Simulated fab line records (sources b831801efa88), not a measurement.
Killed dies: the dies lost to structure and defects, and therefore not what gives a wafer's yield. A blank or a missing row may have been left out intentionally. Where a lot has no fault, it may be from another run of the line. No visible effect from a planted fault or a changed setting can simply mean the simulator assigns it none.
What tool caused it? :: flow gf180mcu :: Sampling: 12 lots, 36 wafers, 4 of 602 route steps

WHAT EACH GAUGE READ, for each wafer
GF_V4_THK_MEAS_01. Usual: V4_CVD_00_THK 602 nm, standard deviation 7.4.
lot: L216
measured: day 24 06:37
on: filmMetro-03
V4_CVD_00_THK (nm): 611 591 595
flag: 

lot: L217
measured: day 24 10:44
on: filmMetro-03
V4_CVD_00_THK (nm): 590 599 588
flag: 

lot: L218
measured: day 24 20:33
on: filmMetro-04
V4_CVD_00_THK (nm): 606 601 601
flag: 

lot: L219
measured: day 25 01:44
on: filmMetro-04
V4_CVD_00_THK (nm): 611 600 595
flag: 

lot: L221
measured: day 25 17:23
on: filmMetro-03
V4_CVD_00_THK (nm): 601 603 601
flag: 

lot: L222
measured: day 25 21:22
on: filmMetro-03
V4_CVD_00_THK (nm): 606 604 612
flag: 

lot: L223
measured: day 26 11:12
on: filmMetro-03
V4_CVD_00_THK (nm): 617 597 605
flag: 

lot: L225
measured: day 26 21:19
on: filmMetro-01
V4_CVD_00_THK (nm): 594 610 607
flag: 

lot: L226
measured: day 27 08:19
on: filmMetro-03
V4_CVD_00_THK (nm): 619 602 611
flag: 

lot: L229
measured: day 28 05:36
on: filmMetro-03
V4_CVD_00_THK (nm): 595 602 599
flag: 

lot: L232
measured: day 29 01:02
on: filmMetro-01
V4_CVD_00_THK (nm): 603 612 303
flag: OFF

lot: L233
measured: day 29 04:19
on: filmMetro-04
V4_CVD_00_THK (nm): 606 600 300
flag: OFF

WHICH TOOL RAN EACH LOT (tool, then ch and the chambers of the sampled wafers, then the start)
lot: L216
GF_M4_SPUTTER_02: pvdSputter-01, day 23 07:16
GF_M4_STRIP_17: plasmaAsher-02 ch 0,1, day 24 05:59
GF_V4_CVD_00: hdpcvd-01 ch 0,1,2, day 24 06:33

lot: L217
GF_M4_SPUTTER_02: pvdSputter-04, day 23 11:45
GF_M4_STRIP_17: plasmaAsher-03 ch 1, day 24 10:08
GF_V4_CVD_00: hdpcvd-01 ch 0,1, day 24 10:40

lot: L218
GF_M4_SPUTTER_02: pvdSputter-02, day 23 21:36
GF_M4_STRIP_17: plasmaAsher-01 ch 0,1, day 24 19:56
GF_V4_CVD_00: hdpcvd-01 ch 0,1, day 24 20:28

lot: L219
GF_M4_SPUTTER_02: pvdSputter-01, day 24 03:13
GF_M4_STRIP_17: plasmaAsher-02 ch 0,1, day 25 01:07
GF_V4_CVD_00: hdpcvd-01 ch 1,2, day 25 01:39

lot: L221
GF_M4_SPUTTER_02: pvdSputter-04, day 24 18:44
GF_M4_STRIP_17: plasmaAsher-01 ch 0,1, day 25 16:46
GF_V4_CVD_00: hdpcvd-02 ch 1,2, day 25 17:18

lot: L222
GF_M4_SPUTTER_02: pvdSputter-01, day 24 22:38
GF_M4_STRIP_17: plasmaAsher-01 ch 0,1, day 25 20:43
GF_V4_CVD_00: hdpcvd-02 ch 0,2, day 25 21:16

lot: L223
GF_M4_SPUTTER_02: pvdSputter-04, day 25 13:32
GF_M4_STRIP_17: plasmaAsher-02 ch 0,1, day 26 10:34
GF_V4_CVD_00: hdpcvd-01 ch 0,1,2, day 26 11:07

lot: L225
GF_M4_SPUTTER_02: pvdSputter-01, day 25 23:28
GF_M4_STRIP_17: plasmaAsher-02 ch 0,1, day 26 20:43
GF_V4_CVD_00: hdpcvd-01 ch 0,1, day 26 21:15

lot: L226
GF_M4_SPUTTER_02: pvdSputter-02, day 26 10:58
GF_M4_STRIP_17: plasmaAsher-03 ch 0,1, day 27 07:41
GF_V4_CVD_00: hdpcvd-01 ch 1,2, day 27 08:14

lot: L229
GF_M4_SPUTTER_02: pvdSputter-04, day 27 08:43
GF_M4_STRIP_17: plasmaAsher-01 ch 0,1, day 28 05:01
GF_V4_CVD_00: hdpcvd-02 ch 1,2, day 28 05:31

lot: L232
GF_M4_SPUTTER_02: pvdSputter-01, day 28 04:25
GF_M4_STRIP_17: plasmaAsher-02 ch 0,1, day 29 00:04
GF_V4_CVD_00: hdpcvd-02 ch 0,2, day 29 00:56

lot: L233
GF_M4_SPUTTER_02: pvdSputter-04, day 28 08:13
GF_M4_STRIP_17: plasmaAsher-03 ch 0,1, day 29 03:22
GF_V4_CVD_00: hdpcvd-02 ch 0,1,2, day 29 04:15
- GF_M4_SPUTTER_02: material AlCu, target thk 450 nm, time 23.9 s.
- GF_M4_STRIP_17: strips in O2/N2.
- GF_V4_CVD_00: deposits SiO2, target thk 600 nm, time 100 s.

WHAT THE TOOLS THEMSELVES READ (means of the sampled wafers that have a number; where no wafer has one, the mark that the record gives instead)
GF_M4_SPUTTER_02. Usual: cathodeDcPowerW 10600 W, standard deviation 1.9; throttleValvePct 30.0 %, standard deviation 0.55.
lot: L216
tool: pvdSputter-01
cathodeDcPowerW (W): 10600
throttleValvePct (%): 29.9
flag: 

lot: L217
tool: pvdSputter-04
cathodeDcPowerW (W): 10603
throttleValvePct (%): 29.8
flag: 

lot: L218
tool: pvdSputter-02
cathodeDcPowerW (W): 10600
throttleValvePct (%): 29.5
flag: 

lot: L219
tool: pvdSputter-01
cathodeDcPowerW (W): 10600
throttleValvePct (%): 30.0
flag: 

lot: L221
tool: pvdSputter-04
cathodeDcPowerW (W): 10601
throttleValvePct (%): 30.1
flag: 

lot: L222
tool: pvdSputter-01
cathodeDcPowerW (W): 10599
throttleValvePct (%): 30.1
flag: 

lot: L223
tool: pvdSputter-04
cathodeDcPowerW (W): 10601
throttleValvePct (%): 30.1
flag: 

lot: L225
tool: pvdSputter-01
cathodeDcPowerW (W): 10600
throttleValvePct (%): 30.1
flag: 

lot: L226
tool: pvdSputter-02
cathodeDcPowerW (W): 10600
throttleValvePct (%): 30.1
flag: 

lot: L229
tool: pvdSputter-04
cathodeDcPowerW (W): 10598
throttleValvePct (%): 29.8
flag: 

lot: L232
tool: pvdSputter-01
cathodeDcPowerW (W): 10599
throttleValvePct (%): 29.7
flag: 

lot: L233
tool: pvdSputter-04
cathodeDcPowerW (W): 10599
throttleValvePct (%): 29.8
flag: 

GF_M4_STRIP_17. Usual: drypumpMotorCurrentA 5.8 A, standard deviation 0.54; heaterPowerW 345 W, standard deviation 37; oesProductAu 0.557 a.u., standard deviation 0.0052; stripTimeToEndpointS 7.86 s, standard deviation 0.033.
lot: L216
tool: plasmaAsher-02
drypumpMotorCurrentA (A): 5.8
heaterPowerW (W): 371
oesProductAu (a.u.): 0.555
stripTimeToEndpointS (s): 7.86
flag: 

lot: L217
tool: plasmaAsher-03
drypumpMotorCurrentA (A): 5.9
heaterPowerW (W): 333
oesProductAu (a.u.): 0.558
stripTimeToEndpointS (s): 7.87
flag: 

lot: L218
tool: plasmaAsher-01
drypumpMotorCurrentA (A): 6.3
heaterPowerW (W): 291
oesProductAu (a.u.): 0.558
stripTimeToEndpointS (s): 7.84
flag: 

lot: L219
tool: plasmaAsher-02
drypumpMotorCurrentA (A): 5.5
heaterPowerW (W): 358
oesProductAu (a.u.): 0.563
stripTimeToEndpointS (s): 7.91
flag: 

lot: L221
tool: plasmaAsher-01
drypumpMotorCurrentA (A): 6.1
heaterPowerW (W): 335
oesProductAu (a.u.): 0.556
stripTimeToEndpointS (s): 7.83
flag: 

lot: L222
tool: plasmaAsher-01
drypumpMotorCurrentA (A): 6.1
heaterPowerW (W): 330
oesProductAu (a.u.): 0.560
stripTimeToEndpointS (s): 7.87
flag: 

lot: L223
tool: plasmaAsher-02
drypumpMotorCurrentA (A): 5.4
heaterPowerW (W): 360
oesProductAu (a.u.): 0.560
stripTimeToEndpointS (s): 7.83
flag: 

lot: L225
tool: plasmaAsher-02
drypumpMotorCurrentA (A): 5.4
heaterPowerW (W): 364
oesProductAu (a.u.): 0.558
stripTimeToEndpointS (s): 7.84
flag: 

lot: L226
tool: plasmaAsher-03
drypumpMotorCurrentA (A): 5.7
heaterPowerW (W): 333
oesProductAu (a.u.): 0.553
stripTimeToEndpointS (s): 7.83
flag: 

lot: L229
tool: plasmaAsher-01
drypumpMotorCurrentA (A): 6.3
heaterPowerW (W): 295
oesProductAu (a.u.): 0.560
stripTimeToEndpointS (s): 7.88
flag: 

lot: L232
tool: plasmaAsher-02
drypumpMotorCurrentA (A): 5.5
heaterPowerW (W): 357
oesProductAu (a.u.): 0.558
stripTimeToEndpointS (s): 7.88
flag: 

lot: L233
tool: plasmaAsher-03
drypumpMotorCurrentA (A): 5.7
heaterPowerW (W): 331
oesProductAu (a.u.): 0.556
stripTimeToEndpointS (s): 7.88
flag: 

GF_V4_CVD_00. Usual: 60.03 sccm for sih4FlowSccm, sd 0.19.
lot: L216
tool: hdpcvd-01
sih4FlowSccm (sccm): 59.96
flag: 

lot: L217
tool: hdpcvd-01
sih4FlowSccm (sccm): 60.22
flag: 

lot: L218
tool: hdpcvd-01
sih4FlowSccm (sccm): 60.02
flag: 

lot: L219
tool: hdpcvd-01
sih4FlowSccm (sccm): 60.07
flag: 

lot: L221
tool: hdpcvd-02
sih4FlowSccm (sccm): 59.90
flag: 

lot: L222
tool: hdpcvd-02
sih4FlowSccm (sccm): 60.06
flag: 

lot: L223
tool: hdpcvd-01
sih4FlowSccm (sccm): 60.24
flag: 

lot: L225
tool: hdpcvd-01
sih4FlowSccm (sccm): 60.09
flag: 

lot: L226
tool: hdpcvd-01
sih4FlowSccm (sccm): 60.08
flag: 

lot: L229
tool: hdpcvd-02
sih4FlowSccm (sccm): 60.07
flag: 

lot: L232
tool: hdpcvd-02
sih4FlowSccm (sccm): 50.02
flag: OFF

lot: L233
tool: hdpcvd-02
sih4FlowSccm (sccm): 49.92
flag: OFF

THE ANSWER, worked out from the rows above alone
Rule: a lot is off if the mean of its wafers that have a number lies more than 3 standard deviations from the usual mean. Also off: a lot with no number at a reading for which 4 or more lots have one. All remaining lots with rows at the step are treated as sound. After the gauges, taken in route order, come the tools' own readings; for these a lot's mean is taken, as printed above. At the first step where some lot is off, the reading lying furthest off is the one used; lots without a number count as furthest.
Off: L232, L233, at GF_V4_THK_MEAS_01 (V4_CVD_00_THK).
If a tool, at a process step before that reading, ran all the lots that are off and no sound lot after the first of them, it fits. The gauges at GF_V4_THK_MEAS_01 aren't tried: what is off there is off at GF_V4_CVD_00 too, on other tools, and a gauge's error can't cause that. One candidate fits, namely hdpcvd-02 at GF_V4_CVD_00. Its last sound lot is L229 (day 28 05:31), its first lot that is off L232 (day 29 00:56): a fault that began between those two fits.
On the lots that are off, the tool's own readings at GF_V4_CVD_00 differ by more than 5 times the standard deviation of the sound lots' means, which bears it out; sih4FlowSccm reads 49.97 sccm there versus 60.07 sccm on the sound lots.

WHAT THE SIMULATOR HAD INSERTED
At GF_V4_CVD_00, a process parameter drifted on hdpcvd-02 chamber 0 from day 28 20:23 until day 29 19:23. Setting sih4FlowSccm shifted by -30 from 60. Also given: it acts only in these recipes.
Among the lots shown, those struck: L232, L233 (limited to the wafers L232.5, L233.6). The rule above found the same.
